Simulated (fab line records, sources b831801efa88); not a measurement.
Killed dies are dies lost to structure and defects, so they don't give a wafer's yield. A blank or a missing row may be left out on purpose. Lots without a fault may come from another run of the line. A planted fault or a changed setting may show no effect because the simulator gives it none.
fab line records | flow gf180mcu
record lots=14 wafers=42 last_day=34
route steps=602 shown V4@481 MIM@507 M5@536 V5@565
lots that met no fault: from a run of the same line without faults
start_h: hours from the record's first day to the start of the lot's first wafer shown | wait_h: hours since the lot's step before | " the same as in the row above | L1.1+2: a row that stands for several wafers | - no value, or no start given | * or withheld: withheld | < > ~ a bound
route shown NAME@n: a module of which the file shows steps, and the number in the route of the first | usual: mean/standard deviation of fault-free wafers | same: alike in all rows | chamber/n: place in a boat | sites: the reading at each site | _std_site: their standard deviation | _edge_site: outer sites' mean less inner sites' | radius_mm: how far each site lies from the wafer's centre | mask NAME#n: copy n | behind: the tool/chamber that last shaped the wafer | hold: why the lot was held/for how many hours/how that ended | device: the transistor (n, p or np) that didn't switch | end of line: the same wafers' tests at the end of the route | a step without rows: its recipe alone | killed: dies lost to structure and defects at the first sort, not the wafer's yield | map: a wafer's dies, x killed, . not, _ none there
set.NAME: the setting as run; set.NAME@STEP: as run at that earlier step | model.NAME: the simulator's own value behind a step, which no gauge read
steps of the route over a sample of lots; a table a step, a row a wafer
services: from which hour (start_h, from the record's first day; less than 0 if before it) a tool's chamber was out of use, for how many hours, and why
## steps
# step GF_V4_BOW_MEAS_05
# recipe mode=bow
# usual V4_BOW=136/9.5
# columns lot.wafer tool chamber start_h wait_h V4_BOW[um]
L465.3 film_metro-02 - 549.98 0.2 146
L465.4 " - " " 137
L465.6 " - " " 132
L467.2 film_metro-02 - 562.61 0.3 131
L467.3 " - " " 123
L467.5 " - " " 129
L466.1 film_metro-04 - 564.93 0.1 143
L466.4 " - " " 130
L466.5 " - " " 154
L468.2 film_metro-02 - 571.04 0.3 124
L468.4 " - " " 122
L468.5 " - " " 124
L469.2 film_metro-01 - 589.55 0.2 130
L469.4 " - " " 134
L469.5 " - " " 125
L470.2 film_metro-02 - 589.90 0.2 142
L470.5 " - " " 144
L470.6 " - " " 141
L473.1 film_metro-04 - 612.92 0.1 154
L473.2 " - " " 139
L473.4 " - " " 140
L475.3 film_metro-04 - 627.87 0.2 145
L475.4 " - " " 142
L475.6 " - " " 143
L476.3 film_metro-04 - 637.67 0.3 130
L476.4 " - " " 132
L476.6 " - " " 158
L478.4 film_metro-01 - 653.45 0.2 131
L478.5 " - " " 137
L478.6 " - " " 122
L480.2 film_metro-04 - 664.04 0.2 135
L480.5 " - " " 126
L480.6 " - " " 132
L481.1 film_metro-02 - 671.55 0.1 147
L481.2 " - " " 154
L481.5 " - " " 150
L484.3 film_metro-04 - 696.75 0.1 137
L484.5 " - " " 139
L484.6 " - " " 142
L485.2 film_metro-01 - 706.34 0.3 156
L485.4 " - " " 142
L485.5 " - " " 156
# step GF_MIM_SPUTTER_04
# recipe material=TiN target_thk_nm=50 power_w=6500 time_s=41.7 chamber_pressure_pa=0.4
# usual throttle_valve_pct=30.7/0.57
# columns lot.wafer tool chamber start_h wait_h throttle_valve_pct
L465.3 pvd_sputter-03 - 572.97 0.0 30.9
L465.4 " - " " 30.9
L465.6 " - " " 29.8
L467.2 pvd_sputter-04 - 586.31 0.0 31.4
L467.3 " - " " 30.8
L467.5 " - " " 30.9
L466.1 pvd_sputter-04 - 588.24 0.0 31.0
L466.4 " - " " 31.3
L466.5 " - " " 31.5
L468.2 pvd_sputter-04 - 593.83 0.0 31.0
L468.4 " - " " 30.9
L468.5 " - " " 30.8
L469.2 pvd_sputter-04 - 612.17 0.0 31.0
L469.4 " - " " 30.9
L469.5 " - " " 30.5
L470.2 pvd_sputter-01 - 613.34 0.0 30.6
L470.5 " - " " 29.8
L470.6 " - " " 31.9
L473.1 pvd_sputter-03 - 635.66 0.0 29.7
L473.2 " - " " 31.4
L473.4 " - " " 31.0
L475.3 pvd_sputter-04 - 649.34 0.0 30.6
L475.4 " - " " 30.7
L475.6 " - " " 30.8
L476.3 pvd_sputter-04 - 659.17 0.0 31.2
L476.4 " - " " 30.7
L476.6 " - " " 31.3
L478.4 pvd_sputter-03 - 674.77 0.0 30.1
L478.5 " - " " 31.2
L478.6 " - " " 31.0
L480.2 pvd_sputter-01 - 684.68 0.0 30.0
L480.5 " - " " 29.8
L480.6 " - " " 30.8
L481.1 pvd_sputter-01 - 692.37 0.0 32.1
L481.2 " - " " 30.5
L481.5 " - " " 29.7
L484.3 pvd_sputter-01 - 716.56 0.0 29.8
L484.5 " - " " 30.7
L484.6 " - " " 30.5
L485.2 pvd_sputter-04 - 725.96 0.0 31.2
L485.4 " - " " 30.5
L485.5 " - " " 30.9
# step GF_M5_METAL_ETCH_10
# recipe chemistry=Cl2/BCl3 mask_material=KrF target_depth_nm=750.8 stop_on=SiO2 pressure_mtorr=8 icp_w=800 bias_w=140 Cl2_flow_sccm=80 bcl3_flow_sccm=40 time_s=125.1
# usual drypump_motor_current_A=5.8/0.41 oes_product_au=0.993/0.0061 throttle_valve_pct=28.227/0.01
# columns lot.wafer tool chamber start_h wait_h drypump_motor_current_A oes_product_au rf_hours_counter_h throttle_valve_pct
L465.3 rie_metal-02 0 616.35 0.1 6.0 1.002 - 28.242
L465.4 " 1 " " 5.7 0.995 - 28.230
L465.6 " 1 " " 5.7 0.992 - 28.214
L467.2 rie_metal-01 1 628.16 0.0 6.3 0.986 6 28.236
L467.3 " 0 " " 5.0 0.996 - 28.215
L467.5 " 0 " " 5.0 0.990 - 28.214
L466.1 rie_metal-04 0 630.54 0.0 5.8 0.981 13 28.239
L466.4 " 0 " " 5.8 0.984 - 28.230
L466.5 " 0 " " 5.8 0.978 - 28.240
L468.2 rie_metal-04 1 635.81 0.0 6.2 0.991 4 28.217
L468.4 " 0 " " 5.8 0.983 - 28.224
L468.5 " 0 " " 5.8 0.979 - 28.224
L469.2 rie_metal-04 0 653.24 0.0 5.8 0.984 14 28.232
L469.4 " 1 " " 6.2 0.988 - 28.228
L469.5 " 0 " " 5.8 0.990 - 28.236
L470.2 rie_metal-01 0 654.84 0.0 5.0 0.994 6 28.215
L470.5 " 0 " " 5.0 0.997 - 28.211
L470.6 " 1 " " 6.3 0.982 - 28.238
L473.1 rie_metal-01 1 676.19 0.0 6.3 0.996 8 28.232
L473.2 " 0 " " 5.1 0.744 7 28.498
L473.4 " 1 " " 6.3 0.985 - 28.225
L475.3 rie_metal-01 0 688.11 0.1 5.0 0.735 - 28.498
L475.4 " 1 " " 6.3 0.999 - 28.225
L475.6 " 1 " " 6.3 0.732 - 28.514
L476.3 rie_metal-02 0 698.63 0.1 6.0 0.998 - 28.212
L476.4 " 1 " " 5.7 0.998 - 28.230
L476.6 " 1 " " 5.7 1.000 - 28.231
L478.4 rie_metal-02 1 712.11 0.1 5.7 0.997 - 28.226
L478.5 " 1 " " 5.7 0.992 - 28.236
L478.6 " 0 " " 6.1 1.001 - 28.228
L480.2 rie_metal-02 1 722.20 0.0 5.7 0.993 5 28.227
L480.5 " 0 " " 6.1 0.995 - 28.228
L480.6 " 1 " " 5.7 0.995 - 28.226
L481.1 rie_metal-04 1 729.14 0.0 6.2 0.982 9 28.228
L481.2 " 0 " " 5.8 0.980 0 28.225
L481.5 " 0 " " 5.7 0.986 - 28.265
L484.3 rie_metal-02 1 751.70 0.1 5.6 1.000 - 28.218
L484.5 " 1 " " 5.6 1.000 - 28.222
L484.6 " 1 " " 5.7 0.995 - 28.225
L485.2 rie_metal-02 1 760.52 0.0 5.7 0.994 8 28.232
L485.4 " 0 " " 6.1 1.001 - 28.229
L485.5 " 1 " " 5.6 1.006 - 28.242
# step GF_M5_STRIP_11
# recipe chemistry=O2/N2 power_w=1400 pressure_mtorr=1500 platen_temp_c=250 o2_flow_sccm=3000 n2_flow_sccm=300 overash_fraction=0.5
# usual drypump_motor_current_A=5.8/0.4 heater_power_w=364/48 oes_product_au=0.521/0.0053 platen_temp_c=250.01/0.19 strip_time_to_endpoint_s=6.99/0.058
# columns lot.wafer tool chamber start_h wait_h drypump_motor_current_A heater_power_w oes_product_au platen_temp_c rf_hours_counter_h strip_time_to_endpoint_s
L465.3 plasma_asher-01 0 616.47 0.1 6.2 433 0.524 250.13 - 6.96
L465.4 " 1 " " 5.7 333 0.506 250.03 - 6.91
L465.6 " 1 " " 5.7 330 0.513 250.15 - 6.92
L467.2 plasma_asher-02 0 628.29 0.1 5.1 310 0.532 250.02 73 7.07
L467.3 " 0 " " 5.1 311 0.520 250.31 - 6.89
L467.5 " 0 " " 5.1 312 0.528 250.15 - 6.94
L466.1 plasma_asher-04 1 630.67 0.1 6.1 315 0.533 250.09 18 7.09
L466.4 " 1 " " 6.1 313 0.523 250.17 - 7.10
L466.5 " 0 " " 5.8 400 0.524 250.19 - 7.09
L468.2 plasma_asher-01 0 635.93 0.1 6.2 428 0.522 249.88 57 7.01
L468.4 " 1 " " 5.8 332 0.531 250.02 - 7.07
L468.5 " 1 " " 5.7 336 0.529 249.98 - 7.11
L469.2 plasma_asher-04 1 653.37 0.1 6.1 314 0.526 250.24 20 7.08
L469.4 " 0 " " 5.8 398 0.516 250.12 - 7.04
L469.5 " 1 " " 6.1 315 0.527 250.12 - 7.04
L470.2 plasma_asher-02 1 654.97 0.1 5.2 411 0.519 249.94 76 6.99
L470.5 " 1 " " 5.2 410 0.516 249.79 - 7.00
L470.6 " 0 " " 5.2 315 0.529 250.06 - 7.08
L473.1 plasma_asher-04 0 676.32 0.1 5.8 405 0.519 249.93 22 6.96
L473.2 " 1 " " 6.2 307 0.561 250.05 22 8.17
L473.4 " 0 " " 5.8 406 0.525 249.94 - 7.01
L475.3 plasma_asher-04 1 688.23 0.1 6.1 307 0.567 249.72 - 8.24
L475.4 " 0 " " 5.9 400 0.510 250.10 - 7.01
L475.6 " 0 " " 5.9 407 0.571 250.17 - 8.28
L476.3 plasma_asher-04 0 698.75 0.1 5.8 406 0.525 249.80 - 6.96
L476.4 " 1 " " 6.2 314 0.526 249.69 - 6.97
L476.6 " 1 " " 6.2 320 0.524 249.51 - 7.00
L478.4 plasma_asher-04 1 712.23 0.1 6.2 309 0.519 249.98 - 6.96
L478.5 " 0 " " 5.8 399 0.522 250.19 - 7.00
L478.6 " 1 " " 6.1 306 0.511 249.90 - 7.01
L480.2 plasma_asher-04 0 722.33 0.1 5.9 397 0.516 249.74 29 6.95
L480.5 " 0 " " 5.8 412 0.525 249.85 - 6.99
L480.6 " 1 " " 6.2 312 0.522 250.09 - 6.92
L481.1 plasma_asher-01 0 729.27 0.1 6.2 421 0.522 249.76 62 7.03
L481.2 " 1 " " 5.7 335 0.530 250.08 62 7.06
L481.5 " 1 " " 5.7 338 0.522 250.03 - 7.02
L484.3 plasma_asher-04 0 751.91 0.2 5.8 406 0.529 249.85 - 6.98
L484.5 " 0 " " 5.8 414 0.528 249.86 - 6.94
L484.6 " 1 " " 6.2 310 0.526 249.73 - 6.94
L485.2 plasma_asher-01 0 760.65 0.1 6.2 415 0.517 250.06 66 6.94
L485.4 " 1 " " 5.7 340 0.519 249.95 - 6.90
L485.5 " 1 " " 5.7 337 0.521 249.63 - 6.89
# step GF_V5_THK_MEAS_25
# recipe thk_meas_gauge=xrf reads=W_of_V5_CVD_23
# usual V5_W_THK=349/4.5
# columns lot.wafer tool chamber start_h wait_h V5_W_THK[nm]
L465.3 film_metro-03 - 639.41 0.1 349
L465.4 " - " " 352
L465.6 " - " " 356
L467.2 film_metro-04 - 650.37 0.1 345
L467.3 " - " " 345
L467.5 " - " " 351
L466.1 film_metro-01 - 653.22 0.1 356
L466.4 " - " " 355
L466.5 " - " " 353
L468.2 film_metro-01 - 658.17 0.1 346
L468.4 " - " " 351
L468.5 " - " " 345
L469.2 film_metro-03 - 674.94 0.1 350
L469.4 " - " " 344
L469.5 " - " " 350
L470.2 film_metro-01 - 677.00 0.1 352
L470.5 " - " " 352
L470.6 " - " " 349
L473.1 film_metro-03 - 697.72 0.1 351
L473.4 " - " " 348
L475.4 film_metro-03 - 708.99 0.1 347
L476.3 film_metro-01 - 718.87 0.1 366
L476.4 " - " " 350
L476.6 " - " " 363
L478.4 film_metro-03 - 732.71 0.1 347
L478.5 " - " " 350
L478.6 " - " " 347
L480.2 film_metro-04 - 741.83 0.1 350
L480.5 " - " " 350
L480.6 " - " " 350
L481.1 film_metro-04 - 749.16 0.1 344
L481.2 " - " " 344
L481.5 " - " " 342
L484.3 film_metro-04 - 770.43 0.1 345
L484.5 " - " " 346
L484.6 " - " " 348
L485.2 film_metro-01 - 779.37 0.1 345
L485.4 " - " " 347
L485.5 " - " " 354
## services
# columns tool chamber start_h hours kind
pvd_sputter-01 - 549.11 15.1 repair
plasma_asher-02 - 549.54 0.4 repair
pvd_sputter-04 2 553.49 - consumable_replace:kit
pvd_sputter-04 2 553.49 18.0 scheduled_down
pvd_sputter-04 2 553.49 18.0 vent_cycle
rie_metal-02 1 564.61 - clean
rie_metal-02 1 564.61 26.5 scheduled_down
rie_metal-02 1 564.61 26.5 vent_cycle
rie_metal-01 0 577.56 44.1 repair
plasma_asher-02 - 590.57 1.1 repair
plasma_asher-02 - 612.92 2.3 repair
pvd_sputter-03 - 654.61 0.5 repair
plasma_asher-04 - 660.61 9.1 repair
pvd_sputter-04 - 666.03 2.3 repair
plasma_asher-01 - 669.50 46.9 repair
pvd_sputter-01 - 670.12 3.8 repair
plasma_asher-04 - 679.69 0.5 repair
rie_metal-01 1 688.28 6.8 repair
plasma_asher-02 - 717.12 2.8 pm
plasma_asher-04 - 738.69 10.0 pm
pvd_sputter-04 1 749.76 - consumable_replace:kit
pvd_sputter-04 1 749.76 18.0 scheduled_down
pvd_sputter-04 1 749.76 18.0 vent_cycle
pvd_sputter-03 - 753.47 1.1 repair
## key
first_sign step=GF_M5_METAL_ETCH_10 reading=oes_product_au direction=down sigmas=42 usual=0.993 struck=0.737
effect step=GF_M5_METAL_ETCH_10 reading=throttle_valve_pct direction=up sigmas=27 usual=28.227 struck=28.503
effect step=GF_M5_STRIP_11 reading=strip_time_to_endpoint_s direction=up sigmas=22 usual=* struck=*
met_at GF_M5_METAL_ETCH_10
struck_lots L473,L475
struck_wafers L473.2,L475.3,L475.6
later_rows_left_out L473.2,L475.3,L475.6
sort_left_out L473.2,L475.3,L475.6
not_acting_at GF_V4_BOW_MEAS_05,GF_MIM_SPUTTER_04,GF_V5_THK_MEAS_25
onset_between 654.84 676.19
fault kind=process_parameter_drift tool=rie_metal-01 chamber=- onset_h=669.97 steps=GF_M5_METAL_ETCH_10 channel=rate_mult offset=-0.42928 shape=step end_h=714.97 scope=struck_wafers_only
# sort_left_out: the simulated sort isn't trusted on such a fault, so these wafers' sort isn't shown, and their yield isn't known
# later_rows_left_out: the simulator's readings of these wafers behind a module that went badly wrong aren't trusted and aren't shown, but for the sort
